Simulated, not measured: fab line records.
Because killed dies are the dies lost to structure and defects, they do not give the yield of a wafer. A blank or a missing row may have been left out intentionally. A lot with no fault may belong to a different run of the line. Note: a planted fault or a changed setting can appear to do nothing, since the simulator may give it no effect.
fab line records	flow sfq_line
record lots=14	wafers=42	last_day=89
route steps=325 shown I1@75 I3@134 R5@225 M6@252
lots that met no fault: from a run of the same line without faults
start_h: hours from the record's first day to the start of the lot's first wafer shown	wait_h: how many hours have passed since the lot's step before this one	" unchanged from the row above	L1.1+2: a single row standing in for several wafers	- no value present, or no start provided	* or withheld: withheld	< > ~ a bound
route shown NAME@n: a module of which the file shows steps, and the number in the route of the first	usual: mean/standard deviation of fault-free wafers	same: alike in all rows	chamber/n: place in a boat	sites: each site's reading	_std_site: standard deviation of those values	_edge_site: inner sites' mean taken away from outer sites' mean	radius_mm: how far each site lies from the wafer's centre	mask NAME#n: copy n	behind: tool/chamber where the wafer was last shaped	hold: what put the lot on hold/how long, in hours/how the hold closed	device: whichever transistor did not switch (one of n, p or np)	end of line: the route-end tests of the same wafers	where a step has no rows: the recipe by itself	killed: the dies lost at the first sort to structure and to defects; this is not the yield of the wafer	map: dies across one wafer; x = killed, . = not, _ = none there
set.NAME: the run value of the setting; set.NAME@STEP: its run value at that earlier step	model.NAME: the simulator's own value behind a step, which no gauge read
a sample of lots followed through the steps of the route, with each step as a table and each wafer as a row
services: the hour from which a tool's chamber was out of use, counted from the record's first day as start_h (under 0 if before that day), plus the number of hours and why
## steps
# step SFQ_I1_BOW_MEAS_912
# recipe mode=bow
# usual I1_BOW=-1/6.6
lot.wafer	tool	chamber	start_h	wait_h	I1_BOW[um]
L154.1	film_metro-03	-	328.44	2.5	6
L154.2	"	-	"	"	4
L154.6	"	-	"	"	7
L156.1	film_metro-04	-	346.62	1.0	-7
L156.4	"	-	"	"	-10
L156.6	"	-	"	"	5
L157.1	film_metro-03	-	354.53	2.0	-12
L157.5	"	-	"	"	-8
L157.6	"	-	"	"	-2
L158.3	film_metro-04	-	363.88	2.0	-3
L158.4	"	-	"	"	2
L158.6	"	-	"	"	-12
L161.4	film_metro-04	-	407.94	2.6	0
L161.5	"	-	"	"	10
L161.6	"	-	"	"	13
L162.2	film_metro-02	-	419.69	1.0	2
L162.3	"	-	"	"	8
L162.4	"	-	"	"	-6
L163.2	film_metro-03	-	432.00	2.0	-7
L163.4	"	-	"	"	2
L163.5	"	-	"	"	0
L165.2	film_metro-03	-	450.00	2.5	-6
L165.4	"	-	"	"	-4
L165.6	"	-	"	"	3
L167.1	film_metro-03	-	458.98	1.0	13
L167.2	"	-	"	"	9
L167.4	"	-	"	"	-2
L171.1	film_metro-04	-	497.11	2.0	3
L171.4	"	-	"	"	-5
L171.5	"	-	"	"	-4
L172.2	film_metro-04	-	500.13	2.5	-1
L172.4	"	-	"	"	3
L172.6	"	-	"	"	-13
L173.1	film_metro-04	-	513.11	1.0	-2
L173.2	"	-	"	"	4
L173.5	"	-	"	"	2
L174.1	film_metro-04	-	528.79	1.5	-1
L174.2	"	-	"	"	7
L174.5	"	-	"	"	-4
L177.2	film_metro-02	-	546.93	2.5	-8
L177.4	"	-	"	"	-4
L177.5	"	-	"	"	-1
# step SFQ_TRILAYER_I3_CMP_CMP_082
# recipe material=SiO2	down_force_psi=3	platen_rpm=60	pad_velocity_m_s=0.94248
# usual head_pressure_psi=3.001/0.0063	motor_current_A=10.2/0.8	time_to_endpoint_s=215/8.1
lot.wafer	tool	chamber	start_h	wait_h	head_pressure_psi	motor_current_A	time_to_endpoint_s
L154.2	cmp-01	3	688.76	15.5	3.007	11.0	195
L154.1	"	2	690.26	17.0	3.001	10.5	208
L154.6	"	0	691.26	17.9	3.007	9.0	220
L156.4	cmp-02	1	711.85	19.3	3.002	9.7	216
L156.1	"	0	713.35	20.9	2.992	9.9	216
L156.6	"	2	714.35	21.8	3.005	9.6	223
L157.1	cmp-02	1	721.35	22.6	2.995	9.4	206
L157.6	"	0	722.85	24.1	3.001	10.4	213
L157.5	"	1	"	"	2.984	10.2	220
L158.3	cmp-01	3	727.76	20.6	3.010	10.8	208
L158.4	"	2	729.26	22.1	2.993	10.8	202
L158.6	"	3	"	"	3.001	10.8	203
L161.4	cmp-02	2	783.03	31.7	2.997	8.6	214
L161.6	"	0	784.03	32.7	3.006	10.1	227
L161.5	"	1	"	"	3.003	10.4	217
L162.2	cmp-02	2	797.53	32.0	2.990	9.3	216
L162.3	"	3	"	"	3.001	11.4	215
L162.4	"	0	"	"	3.001	10.3	221
L163.4	cmp-02	3	803.03	30.7	2.999	11.5	229
L163.2	"	1	804.03	31.7	3.845	11.6	168
L163.5	"	0	805.53	33.2	3.009	9.8	227
L165.4	cmp-02	2	821.03	22.3	2.996	9.2	215
L165.2	"	1	822.53	23.8	3.853	12.2	171
L165.6	"	2	"	"	3.006	9.4	217
L167.2	cmp-01	1	832.52	19.0	3.009	10.9	213
L167.1	"	2	"	"	2.997	11.2	210
L167.4	"	0	834.02	20.5	3.004	9.5	211
L171.4	cmp-01	0	868.66	5.9	2.994	8.8	211
L171.1	"	3	870.16	7.4	3.009	10.9	202
L171.5	"	1	871.16	8.4	3.004	11.0	223
L172.4	cmp-01	1	874.66	7.1	3.001	10.4	218
L172.2	"	0	876.16	8.6	3.008	9.3	216
L172.6	"	2	877.16	9.6	2.995	10.6	209
L173.1	cmp-01	0	883.66	6.4	2.997	9.2	213
L173.2	"	2	884.66	7.4	2.996	10.7	200
L173.5	"	0	885.66	8.3	2.993	9.0	222
L174.1	cmp-02	2	896.67	9.8	3.001	9.3	220
L174.2	"	3	"	"	2.988	12.5	212
L174.5	"	3	899.17	12.3	2.993	11.9	221
L177.2	cmp-01	2	914.50	0.0	3.000	10.2	216
L177.4	"	3	"	"	3.001	11.1	213
L177.5	"	2	916.50	2.0	3.001	10.5	217
# step SFQ_TRILAYER_R5_ETCH_METAL_ETCH_139
# recipe stop_on=SiO2	mask_material=PR	chemistry=Cl2	target_depth_nm=60	icp_w=600	bias_w=80	pressure_mtorr=10	time_s=40
# usual drypump_motor_current_A=5.52/0.21	oes_product_au=0.989/0.0052
# same time_s=40
lot.wafer	tool	chamber	start_h	wait_h	drypump_motor_current_A	oes_product_au	rf_hours_counter_h
L154.1	rie_metal-02	0	1310.92	0.0	5.22	0.985	71
L154.2	"	1	"	"	5.82	0.986	52
L154.6	"	1	"	"	5.81	0.994	-
L156.1	rie_metal-02	0	1314.52	0.0	5.20	0.985	72
L156.4	"	0	"	"	5.20	0.998	-
L156.6	"	1	"	"	5.82	0.988	-
L157.1	rie_metal-02	0	1326.65	0.0	5.23	0.986	73
L157.5	"	1	"	"	5.82	0.998	-
L157.6	"	0	"	"	5.22	0.993	-
L158.3	rie_metal-04	0	1330.13	0.0	5.58	0.993	-
L158.4	"	1	"	"	5.56	0.989	-
L158.6	"	1	"	"	5.58	0.993	-
L161.4	rie_metal-02	1	1398.34	0.0	5.83	0.988	-
L161.5	"	1	"	"	5.83	0.992	-
L161.6	"	0	"	"	5.20	0.990	-
L162.2	rie_metal-01	0	1407.92	0.0	5.38	0.989	114
L162.3	"	1	"	"	5.61	0.996	-
L162.4	"	0	"	"	5.41	0.990	-
L163.2	rie_metal-02	0	1409.25	0.0	5.21	1.004	83
L163.4	"	0	"	"	5.21	0.991	-
L163.5	"	1	"	"	5.82	0.984	-
L165.2	rie_metal-01	1	1553.09	0.0	5.61	0.989	91
L165.4	"	0	"	"	5.41	0.983	-
L165.6	"	0	"	"	5.42	0.989	-
L167.1	rie_metal-01	0	1573.49	0.0	5.38	0.985	5
L167.2	"	1	"	"	5.59	0.997	93
L167.4	"	0	"	"	5.41	0.979	-
L171.1	rie_metal-04	1	1628.89	0.0	5.55	0.984	112
L171.4	"	0	"	"	5.61	0.988	-
L171.5	"	0	"	"	5.57	0.994	-
L172.2	rie_metal-01	1	1630.09	0.0	5.62	0.983	100
L172.4	"	1	"	"	5.57	0.995	-
L172.6	"	0	"	"	5.43	0.990	-
L173.1	rie_metal-04	0	1644.88	0.0	5.59	0.985	41
L173.2	"	1	"	"	5.55	0.978	113
L173.5	"	0	"	"	5.60	0.988	-
L174.1	rie_metal-01	0	1654.66	0.0	5.38	0.985	15
L174.2	"	1	"	"	5.61	0.984	103
L174.5	"	0	"	"	5.44	0.989	-
L177.2	rie_metal-04	1	1669.33	0.0	5.57	0.988	117
L177.4	"	0	"	"	5.60	0.996	-
L177.5	"	0	"	"	5.61	0.994	-
# step SFQ_TRILAYER_M6_DEP_SPUTTER_157
# recipe material=Nb	base_pressure_pa=1.33e-06	chamber_pressure_pa=0.1333	substrate_temp_c=20	target_thk_nm=200	power_w=2000	time_s=133.3
# usual throttle_valve_pct=29.1/1
# same time_s=133.3
lot.wafer	tool	chamber	start_h	wait_h	throttle_valve_pct
L154.1	pvd_sputter-04	-	1462.38	0.0	29.9
L154.2	"	-	"	"	29.2
L154.6	"	-	"	"	28.5
L156.1	pvd_sputter-06	-	1469.10	0.0	28.6
L156.4	"	-	"	"	28.1
L156.6	"	-	"	"	30.1
L157.1	pvd_sputter-04	-	1476.90	0.0	27.5
L157.5	"	-	"	"	27.6
L157.6	"	-	"	"	30.1
L158.3	pvd_sputter-06	-	1480.50	0.0	28.8
L158.4	"	-	"	"	27.9
L158.6	"	-	"	"	28.5
L161.4	pvd_sputter-04	-	1540.60	0.0	28.6
L161.5	"	-	"	"	30.1
L161.6	"	-	"	"	27.4
L162.2	pvd_sputter-04	-	1547.80	0.0	28.9
L162.3	"	-	"	"	30.1
L162.4	"	-	"	"	27.5
L163.2	pvd_sputter-06	-	1549.12	0.0	29.1
L163.4	"	-	"	"	28.6
L163.5	"	-	"	"	30.2
L165.2	pvd_sputter-06	-	1693.06	0.0	29.1
L165.4	"	-	"	"	30.0
L165.6	"	-	"	"	29.6
L167.1	pvd_sputter-06	-	1823.88	0.0	28.2
L167.2	"	-	"	"	29.6
L167.4	"	-	"	"	28.3
L171.1	pvd_sputter-06	-	1869.84	0.0	27.9
L171.4	"	-	"	"	30.3
L171.5	"	-	"	"	29.3
L172.2	pvd_sputter-03	-	1872.24	0.0	29.2
L172.4	"	-	"	"	29.5
L172.6	"	-	"	"	32.0
L173.1	pvd_sputter-04	-	1874.47	0.0	27.4
L173.2	"	-	"	"	29.4
L173.5	"	-	"	"	28.7
L174.1	pvd_sputter-06	-	1895.84	0.0	29.3
L174.2	"	-	"	"	28.5
L174.5	"	-	"	"	28.0
L177.2	pvd_sputter-04	-	1909.04	0.0	27.6
L177.4	"	-	"	"	29.0
L177.5	"	-	"	"	28.7
## services
tool	chamber	start_h	hours	kind
cmp-02	-	669.21	0.2	repair
cmp-01	-	681.39	1.4	repair
cmp-01	-	701.49	0.9	repair
cmp-02	-	704.36	4.5	repair
pvd_sputter-06	-	710.72	1.0	repair
cmp-02	-	717.12	0.3	repair
cmp-02	-	738.85	2.9	pm
cmp-02	-	748.03	4.0	pm
cmp-01	-	767.02	15.8	repair
cmp-02	-	780.72	0.7	repair
cmp-01	-	782.77	13.8	pm
cmp-01	-	793.85	1.4	repair
pvd_sputter-06	-	834.13	1.4	repair
cmp-01	-	846.67	0.3	repair
cmp-02	-	885.07	2.6	repair
cmp-01	-	889.66	6.4	pm
cmp-02	-	914.39	1.0	repair
cmp-01	-	917.50	4.0	pm
cmp-02	-	983.23	0.6	repair
cmp-01	-	996.91	0.5	repair
cmp-02	-	1045.52	4.3	pm
cmp-02	-	1057.68	0.5	repair
pvd_sputter-06	-	1068.67	35.4	repair
cmp-01	-	1071.21	2.3	repair
## key
first_sign step=SFQ_TRILAYER_I3_CMP_CMP_082	reading=head_pressure_psi	direction=up	sigmas=99+	usual=3.001	struck=3.849
effect step=SFQ_TRILAYER_I3_CMP_CMP_082	reading=time_to_endpoint_s	direction=down	sigmas=5.5	usual=*	struck=*
met_at SFQ_TRILAYER_I3_CMP_CMP_082
struck_lots L163,L165
struck_wafers L163.2,L165.2
not_acting_at SFQ_I1_BOW_MEAS_912,SFQ_TRILAYER_R5_ETCH_METAL_ETCH_139,SFQ_TRILAYER_M6_DEP_SPUTTER_157
fault kind=process_parameter_drift	tool=cmp-02	chamber=1	onset_h=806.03	steps=SFQ_TRILAYER_I3_CMP_CMP_082	channel=down_force_psi	offset=0.84976	shape=step	end_h=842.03	acts_in=these_recipes_only	stated=3
